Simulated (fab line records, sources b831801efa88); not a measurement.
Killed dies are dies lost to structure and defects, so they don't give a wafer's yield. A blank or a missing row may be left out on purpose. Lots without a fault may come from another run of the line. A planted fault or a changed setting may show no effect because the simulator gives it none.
fab line records | flow sky130
record lots=12 wafers=34 last_day=50
route steps=708 shown FIELD_ISO@3 VT_ADJUST_LVTN@106 LDD_HVN@275 LDD_LDN@301
lots that met no fault: from a run of the same line without faults
start_h: hours from the record's first day to the start of the lot's first wafer shown | wait_h: hours since the lot's step before | " the same as in the row above | L1.1+2: a row that stands for several wafers | - no value, or no start given | * or withheld: withheld | < > ~ a bound
route shown NAME@n: a module of which the file shows steps, and the number in the route of the first | usual: mean/standard deviation of fault-free wafers | same: alike in all rows | chamber/n: place in a boat | sites: the reading at each site | _std_site: their standard deviation | _edge_site: outer sites' mean less inner sites' | radius_mm: how far each site lies from the wafer's centre | mask NAME#n: copy n | behind: the tool/chamber that last shaped the wafer | hold: why the lot was held/for how many hours/how that ended | device: the transistor (n, p or np) that didn't switch | end of line: the same wafers' tests at the end of the route | a step without rows: its recipe alone | killed: dies lost to structure and defects at the first sort, not the wafer's yield | map: a wafer's dies, x killed, . not, _ none there
set.NAME: the setting as run; set.NAME@STEP: as run at that earlier step | model.NAME: the simulator's own value behind a step, which no gauge read
steps of the route over a sample of lots; a table a step, a row a wafer
services: from which hour (start_h, from the record's first day; less than 0 if before it) a tool's chamber was out of use, for how many hours, and why
## steps
# step SKY_FIELD_ISO_THK_MEAS_02
# recipe reads=SiO2_of_FIELD_ISO_OXIDATION_01
# usual FIELD_ISO_OXIDATION_00_THK=11.07/0.23
# columns lot.wafer tool chamber start_h wait_h FIELD_ISO_OXIDATION_00_THK[nm]
L155.2 film_metro-04 - 11.81 0.0 10.98
L155.3 " - " " 11.14
L155.6 " - " " 10.99
L157.1 film_metro-03 - 21.78 0.0 11.47
L157.5 " - " " 11.17
L157.6 " - " " 11.35
L158.2 film_metro-04 - 27.32 0.0 10.83
L158.4 " - " " 11.00
L158.6 " - " " 11.03
L159.1 film_metro-03 - 31.84 0.0 11.11
L159.3 " - " " 11.04
L159.5 " - " " 11.21
L161.3 film_metro-04 - 42.59 0.0 10.73
L161.4 " - " " 10.52
L161.5 " - " " 10.77
L163.4 film_metro-04 - 53.69 0.0 11.02
L163.5 " - " " 10.91
L164.1 film_metro-01 - 57.96 0.0 11.15
L164.6 " - " " 11.26
L166.1 film_metro-04 - 67.04 0.0 11.42
L166.2 " - " " 11.32
L166.4 " - " " 11.64
L172.1 film_metro-04 - 96.91 0.0 11.11
L172.3 " - " " 11.00
L172.5 " - " " 11.39
L175.1 film_metro-04 - 111.63 0.0 10.84
L175.2 " - " " 11.04
L175.3 " - " " 11.05
L176.3 film_metro-01 - 119.20 0.0 10.71
L176.4 " - " " 10.57
L176.5 " - " " 10.72
L178.1 film_metro-03 - 126.63 0.0 11.08
L178.2 " - " " 11.10
L178.4 " - " " 11.29
# step SKY_VT_ADJUST_LVTN_STRIP_09
# recipe chemistry=O2/N2 power_w=1400 pressure_mtorr=1500 platen_temp_c=withheld o2_flow_sccm=3000 n2_flow_sccm=300 overash_fraction=0.5
# usual chamber_pressure_mTorr=1500.0/1.4 drypump_motor_current_A=5.8/0.41 oes_product_au=0.722/0.0044 strip_time_to_endpoint_s=36.95/0.092
# columns lot.wafer tool chamber start_h wait_h chamber_pressure_mTorr drypump_motor_current_A oes_product_au rf_hours_counter_h strip_time_to_endpoint_s
L155.2 plasma_asher-02 1 138.87 0.1 1500.4 6.0 0.725 2 36.94
L155.3 " 0 " " 1499.3 5.5 0.719 - 36.90
L155.6 " 0 " " 1498.4 5.5 0.720 - 36.89
L157.1 plasma_asher-02 1 157.42 0.1 1500.8 6.0 0.727 3 37.02
L157.5 " 1 " " 1501.6 5.9 0.725 - 36.97
L157.6 " 0 " " 1499.1 5.5 0.724 - 37.03
L158.2 plasma_asher-01 0 160.08 0.1 1502.0 6.0 0.726 31 36.90
L158.4 " 0 " " 1500.6 6.0 0.721 - 36.92
L158.6 " 0 " " 1502.3 6.0 0.729 - 36.99
L159.1 plasma_asher-01 0 170.58 0.1 1499.7 6.0 0.729 33 36.90
L159.3 " 1 " " 1501.5 5.6 0.723 - 37.01
L159.5 " 0 " " 1501.3 6.0 0.721 - 37.00
L161.3 plasma_asher-04 1 182.87 0.1 1498.8 6.7 0.720 - 36.96
L161.4 " 0 " " 1499.6 5.4 0.723 - 36.89
L161.5 " 0 " " 1498.5 5.4 0.715 - 36.84
L163.4 plasma_asher-04 0 195.70 0.1 1501.1 5.4 0.728 - 36.91
L163.5 " 0 " " 1498.8 5.4 0.728 - 36.93
L164.1 plasma_asher-04 1 198.87 0.1 1495.7 6.7 0.723 52 36.92
L164.6 " 1 " " 1497.5 6.7 0.728 - 36.92
L166.1 plasma_asher-02 0 213.52 0.1 1501.4 5.5 0.722 9 37.02
L166.2 " 1 " " 1501.4 5.9 0.721 9 37.07
L166.4 " 1 " " 1501.4 6.0 0.726 - 37.01
L172.1 plasma_asher-02 1 255.77 0.1 1500.6 6.0 0.724 13 36.91
L172.3 " 1 " " 1500.5 5.9 0.717 - 36.78
L172.5 " 0 " " 1500.4 5.5 0.728 - 36.94
L175.1 plasma_asher-02 1 271.88 0.1 1501.4 6.0 0.722 15 36.86
L175.2 " 0 " " 1498.3 5.5 0.718 15 36.83
L175.3 " 0 " " 1498.7 5.5 0.725 - 36.86
L176.3 plasma_asher-02 0 277.90 0.1 1501.1 5.5 0.724 - 37.04
L176.4 " 1 " " 1499.4 5.9 0.716 - 37.08
L176.5 " 1 " " 1498.9 5.9 0.729 - 37.03
L178.1 plasma_asher-01 0 305.17 0.1 1500.4 6.0 0.721 46 37.06
L178.2 " 1 " " 1501.2 5.6 0.717 46 36.94
L178.4 " 0 " " 1499.0 6.0 0.729 - 37.09
# step SKY_LDD_HVN_IMPLANT_08
# recipe species=P energy_kev=60 dose_cm2=3e+13 tilt_deg=40
# usual beam_on_s=9.99/0.18 faraday_current_uA=169/3
# columns lot.wafer tool chamber start_h wait_h beam_on_s faraday_current_uA
L155.2 implanter-02 0 458.64 0.0 9.89 171
L155.3 " 0 " " 10.06 168
L155.6 " 0 " " 10.22 166
L157.1 implanter-03 0 480.97 0.0 10.02 169
L157.5 " 0 " " 9.76 173
L157.6 " 0 " " 9.94 171
L158.2 implanter-01 0 485.15 0.0 9.70 174
L158.4 " 0 " " 9.69 174
L158.6 " 0 " " 10.06 168
L159.1 implanter-02 0 507.22 0.0 10.16 167
L159.3 " 0 " " 10.11 167
L159.5 " 0 " " 10.09 168
L161.3 implanter-01 0 524.42 0.1 10.13 167
L161.4 " 0 " " 10.34 164
L161.5 " 0 " " 10.29 165
L163.4 implanter-01 0 538.44 0.1 10.81 156
L163.5 " 0 " " 10.77 157
L164.1 implanter-01 0 544.67 0.0 10.78 157
L164.6 " 0 " " 10.97 154
L166.1 implanter-01 0 561.97 0.0 10.90 155
L166.2 " 0 " " 10.82 156
L166.4 " 0 " " 10.85 155
L172.1 implanter-03 0 615.52 0.0 10.01 169
L172.3 " 0 " " 10.36 163
L172.5 " 0 " " 9.59 176
L175.1 implanter-02 0 636.26 0.0 9.94 170
L175.2 " 0 " " 9.88 171
L175.3 " 0 " " 9.90 171
L176.3 implanter-02 0 647.97 0.1 9.96 170
L176.4 " 0 " " 9.91 170
L176.5 " 0 " " 10.06 168
L178.1 implanter-03 0 675.32 0.0 9.76 173
L178.2 " 0 " " 9.68 174
L178.4 " 0 " " 10.07 168
# step SKY_LDD_HVN_TW_MEAS_10
# usual LDD_HVN_TW=1432/7.4
# columns lot.wafer tool chamber start_h wait_h LDD_HVN_TW
L155.2 film_metro-04 - 458.88 0.1 1424
L155.3 " - " " 1421
L155.6 " - " " 1420
L157.1 film_metro-04 - 481.22 0.1 1435
L157.5 " - " " 1433
L157.6 " - " " 1428
L158.2 film_metro-04 - 485.38 0.1 1438
L158.4 " - " " 1433
L158.6 " - " " 1428
L159.1 film_metro-04 - 507.47 0.1 1421
L159.3 " - " " 1423
L159.5 " - " " 1416
L161.3 film_metro-02 - 524.64 0.1 1434
L161.4 " - " " 1437
L161.5 " - " " 1436
L163.4 film_metro-02 - 538.65 0.1 1478
L163.5 " - " " 1480
L164.1 film_metro-02 - 544.92 0.1 1472
L164.6 " - " " 1479
L166.1 film_metro-02 - 562.22 0.1 1471
L166.2 " - " " 1464
L166.4 " - " " 1463
L172.1 film_metro-01 - 615.77 0.1 1437
L172.3 " - " " 1442
L172.5 " - " " 1432
L175.1 film_metro-02 - 636.51 0.1 1437
L175.2 " - " " 1427
L175.3 " - " " 1435
L176.3 film_metro-02 - 648.19 0.1 1433
L176.4 " - " " 1432
L176.5 " - " " 1424
L178.1 film_metro-01 - 675.57 0.1 1438
L178.2 " - " " 1437
L178.4 " - " " 1451
# step SKY_LDD_LDN_STRIP_12
# recipe chemistry=O2/N2 power_w=1400 pressure_mtorr=1500 platen_temp_c=withheld o2_flow_sccm=3000 n2_flow_sccm=300 overash_fraction=0.5
# usual chamber_pressure_mTorr=1500.0/1.3 drypump_motor_current_A=5.9/0.5 oes_product_au=0.716/0.0049 strip_time_to_endpoint_s=14.18/0.037
# columns lot.wafer tool chamber start_h wait_h chamber_pressure_mTorr drypump_motor_current_A oes_product_au rf_hours_counter_h strip_time_to_endpoint_s
L155.2 plasma_asher-04 1 520.82 0.1 1500.0 6.7 0.711 84 14.16
L155.3 " 0 " " 1500.3 5.3 0.718 - 14.16
L155.6 " 1 " " 1501.7 6.7 0.723 - 14.24
L157.1 plasma_asher-04 0 542.88 0.1 1498.4 5.3 0.720 87 14.23
L157.5 " 1 " " 1500.7 6.7 0.715 - 14.22
L157.6 " 0 " " 1499.9 5.3 0.712 - 14.20
L158.2 plasma_asher-02 1 546.33 0.1 1502.2 5.9 0.727 44 14.20
L158.4 " 1 " " 1497.9 5.9 0.722 - 14.19
L158.6 " 1 " " 1500.6 5.9 0.722 - 14.14
L159.1 plasma_asher-02 0 568.67 0.1 1500.6 5.5 0.711 46 14.17
L159.3 " 0 " " 1498.5 5.6 0.713 - 14.15
L159.5 " 0 " " 1502.0 5.5 0.711 - 14.16
L161.3 plasma_asher-01 0 584.21 0.1 1499.8 6.0 0.718 - 14.19
L161.4 " 1 " " 1499.8 5.6 0.715 - 14.18
L161.5 " 1 " " 1500.4 5.6 0.722 - 14.20
L163.4 plasma_asher-01 0 598.91 0.1 1499.7 6.0 0.714 - 14.18
L163.5 " 0 " " 1499.6 6.0 0.718 - 14.20
L164.1 plasma_asher-04 1 604.68 0.1 1501.9 6.7 0.715 93 14.22
L164.6 " 1 " " 1500.7 6.7 0.718 - 14.20
L166.1 plasma_asher-01 1 621.67 0.1 1501.9 5.6 0.720 74 14.15
L166.2 " 0 " " 1500.1 6.0 0.716 74 14.19
L166.4 " 0 " " 1498.6 6.0 0.709 - 14.14
L172.1 plasma_asher-04 1 674.43 0.1 1500.0 6.7 0.716 100 14.17
L172.3 " 1 " " 1500.0 6.7 0.721 - 14.20
L172.5 " 0 " " 1500.2 5.3 0.714 - 14.16
L175.1 plasma_asher-02 0 694.11 0.1 1501.1 5.6 0.725 57 14.27
L175.2 " 1 " " 1500.3 5.9 0.715 57 14.22
L175.3 " 1 " " 1499.5 6.0 0.726 - 14.21
L176.3 plasma_asher-01 1 704.80 0.1 1498.7 5.6 0.712 - 14.13
L176.4 " 0 " " 1500.3 6.0 0.712 - 14.11
L176.5 " 1 " " 1500.5 5.6 0.717 - 14.09
L178.1 plasma_asher-04 1 732.12 0.1 1501.3 6.7 0.720 106 14.19
L178.2 " 0 " " 1498.7 5.4 0.714 106 14.18
L178.4 " 0 " " 1499.0 5.4 0.723 - 14.14
## services
# columns tool chamber start_h hours kind
plasma_asher-02 - 142.49 4.2 repair
implanter-01 - 191.83 3.4 repair
plasma_asher-04 - 238.54 0.3 repair
plasma_asher-04 - 266.28 10.0 repair
implanter-01 - 300.40 1.2 repair
plasma_asher-01 - 344.45 15.6 pm
plasma_asher-04 - 353.77 3.3 repair
plasma_asher-04 - 391.55 0.3 repair
plasma_asher-01 - 415.47 2.5 repair
plasma_asher-02 - 437.56 1.0 repair
plasma_asher-01 - 440.53 14.6 pm
implanter-01 - 449.56 2.8 pm
implanter-01 - 453.21 3.6 repair
plasma_asher-04 - 456.77 1.7 repair
plasma_asher-01 - 458.41 7.9 repair
plasma_asher-04 - 478.29 0.9 repair
implanter-01 - 499.41 2.7 repair
plasma_asher-02 - 515.58 13.3 repair
plasma_asher-04 - 543.83 2.8 pm
plasma_asher-02 - 587.86 15.6 pm
plasma_asher-02 - 658.97 1.3 repair
plasma_asher-04 - 689.17 3.7 repair
plasma_asher-02 - 703.63 6.9 repair
plasma_asher-04 - 720.81 1.5 repair
## key
first_sign step=SKY_LDD_HVN_IMPLANT_08 reading=beam_on_s direction=up sigmas=4.7 usual=9.99 struck=10.84
effect step=SKY_LDD_HVN_IMPLANT_08 reading=faraday_current_uA direction=down sigmas=4.5 usual=169 struck=156
effect step=SKY_LDD_HVN_TW_MEAS_10 reading=LDD_HVN_TW direction=up sigmas=5.5 usual=1432 struck=1472
met_at SKY_LDD_HVN_IMPLANT_08
struck_lots L163,L164,L166
tester_left_out L163,L164,L166
not_acting_at SKY_FIELD_ISO_THK_MEAS_02,SKY_VT_ADJUST_LVTN_STRIP_09,SKY_LDD_LDN_STRIP_12
onset_between 524.42 538.44
fault kind=process_parameter_drift tool=implanter-01 chamber=- onset_h=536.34 steps=SKY_LDD_HVN_IMPLANT_08 channel=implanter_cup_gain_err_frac offset=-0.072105 shape=step end_h=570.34
# tester_left_out: of these lots the tester's yield and bins aren't shown, on N5 and GAA mostly nor the transistor test; their killed dies are dies lost to structure and defects alone, not to doping, threshold or leakage, so they don't give the yield
